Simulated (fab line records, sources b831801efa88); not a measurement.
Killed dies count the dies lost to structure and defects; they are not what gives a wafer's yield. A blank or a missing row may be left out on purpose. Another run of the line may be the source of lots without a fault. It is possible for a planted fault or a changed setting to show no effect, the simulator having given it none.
Lot-split experiment + flow gf180mcu + 18 wafers read across 5 lots, on a route 602 steps long

ON THE SPLIT
At GF_M1_METAL_ETCH_16 (etches the open film in Cl2/BCl3, stops on SiO2, target depth 627.5 nm, time 104.6 s), the setting timeS was moved away from the recipe's 104.6 s on 7 of the 18 wafers read, by -11.5% to +13.3%. The other wafers ran this setting at the recipe's value.

Reading taken at the split's own step.

THE READING
KrF_of_M1_COAT_09.thkNm (the simulator's own value, which no gauge read), in nm, at GF_M1_METAL_ETCH_16 (etches the open film in Cl2/BCl3, stops on SiO2, target depth 627.5 nm, time 104.6 s). The file does not state a usual value for it. Here, 11 wafers ran the recipe; their average is 736.8 nm with a standard deviation of 3.6 nm.

| wafer  | tool, chamber at the split | timeS as run, s | against the recipe | KrF_of_M1_COAT_09.thkNm, nm | against lot-mates on the recipe |
|--------|----------------------------|-----------------|--------------------|-----------------------------|---------------------------------|
| L075.2 | rieMetal-04, 1             | 104.6           | recipe             | 733.9                       | -                               |
| L075.6 | rieMetal-04, 0             | 92.53           | -11.5%             | 764.5                       | +30.6                           |
| L077.1 | rieMetal-02, 1             | 118             | +12.8%             | 703.1                       | -35.9                           |
| L077.2 | rieMetal-02, 0             | 104.6           | recipe             | 742.8                       | -                               |
| L077.4 | rieMetal-02, 1             | 104.6           | recipe             | 735.2                       | -                               |
| L076.1 | rieMetal-04, 0             | 111             | +6.1%              | 718.6                       | -18.6                           |
| L076.2 | rieMetal-04, 1             | 104.6           | recipe             | 736.2                       | -                               |
| L076.3 | rieMetal-04, 0             | 111             | +6.1%              | 722.9                       | -14.4                           |
| L076.4 | rieMetal-04, 1             | 111             | +6.1%              | 717.1                       | -20.1                           |
| L076.5 | rieMetal-04, 1             | 104.6           | recipe             | 738.3                       | -                               |
| L082.1 | rieMetal-02, 1             | 104.6           | recipe             | 734.2                       | -                               |
| L082.2 | rieMetal-02, 0             | 104.6           | recipe             | 741.6                       | -                               |
| L082.5 | rieMetal-02, 1             | 104.6           | recipe             | 736.5                       | -                               |
| L084.1 | rieMetal-02, 0             | 104.6           | recipe             | 737.3                       | -                               |
| L084.2 | rieMetal-02, 1             | 104.6           | recipe             | 729.3                       | -                               |
| L084.3 | rieMetal-02, 0             | 104.6           | recipe             | 739.1                       | -                               |
| L084.5 | rieMetal-02, 0             | 118.5           | +13.3%             | 710.5                       | -24.7                           |
| L084.6 | rieMetal-02, 1             | 118.5           | +13.3%             | 702                         | -33.2                           |

FIT RESULTS
A straight line over all 18 wafers: KrF_of_M1_COAT_09.thkNm changes by -2.44 nm for each +1% of timeS; r = -0.97; the points scatter about the line by 3.7 nm.
The same after taking each lot's own level away (the mean of its wafers on the recipe; 18 wafers): -2.5 nm for each +1%; r = -0.97; scatter 3.9 nm.
That fit puts the effect of the largest move of timeS on the reading at 33 nm.
Across the lots, their own levels run from 733.90 to 739.00 nm, a range of 1.4 times the standard deviation given above.
The two slopes agree, so the slope changes little with the lot-to-lot level.
Check: for one of the wafers moved furthest among these (+13.3%), held out of the fit, the line's prediction against its lot-mates is -35.9 nm. It came out at -24.7 nm against them.

THESE WAFERS: OTHER SPLITS
Other splits were also applied to these wafers ahead of the reading. Each is held against what the fit with the lots' levels taken away leaves over:
| other split on the same wafers          | wafers away from the commonest value | r with KrF_of_M1_COAT_09.thkNm (lot level and that fit taken away) |
|-----------------------------------------|--------------------------------------|--------------------------------------------------------------------|
| GF_SAB_ETCH_11 timeS                    | 5                                    | -0.27                                                              |
| GF_CONTACT_CVD_00 sih4FlowSccm          | 7                                    | +0.18                                                              |
| GF_CONTACT_DEVELOP_13 developTimeS      | 1                                    | -0.26                                                              |
| GF_CONTACT_SPUTTER_22 chamberPressurePa | 10                                   | -0.28                                                              |
| GF_M1_SPUTTER_04 timeS                  | 3                                    | +0.25                                                              |
| GF_M1_EXPOSE_11 doseMj                  | 6                                    | +0.26                                                              |

THE WHOLE CHAIN: every reading that the file lists as answering this split, in the file's order
| step                | what it does                                                                         | reading                                                                  | change (the file's fit)              | r (the file's) |
|---------------------|--------------------------------------------------------------------------------------|--------------------------------------------------------------------------|--------------------------------------|----------------|
| GF_M1_METAL_ETCH_16 | etches the open film in Cl2/BCl3, stops on SiO2, target depth 627.5 nm, time 104.6 s | KrF_of_M1_COAT_09.thkNm (the simulator's own value, which no gauge read) | -2.48 nm for each +1% of the setting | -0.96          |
| GF_M1_STRIP_17      | strips in O2/N2                                                                      | stripTimeToEndpointS                                                     | withheld for each +1% of the setting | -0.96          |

FILE'S OWN FIT
KrF_of_M1_COAT_09.thkNm changes by -2.48 nm for each +1% of timeS, r = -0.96.
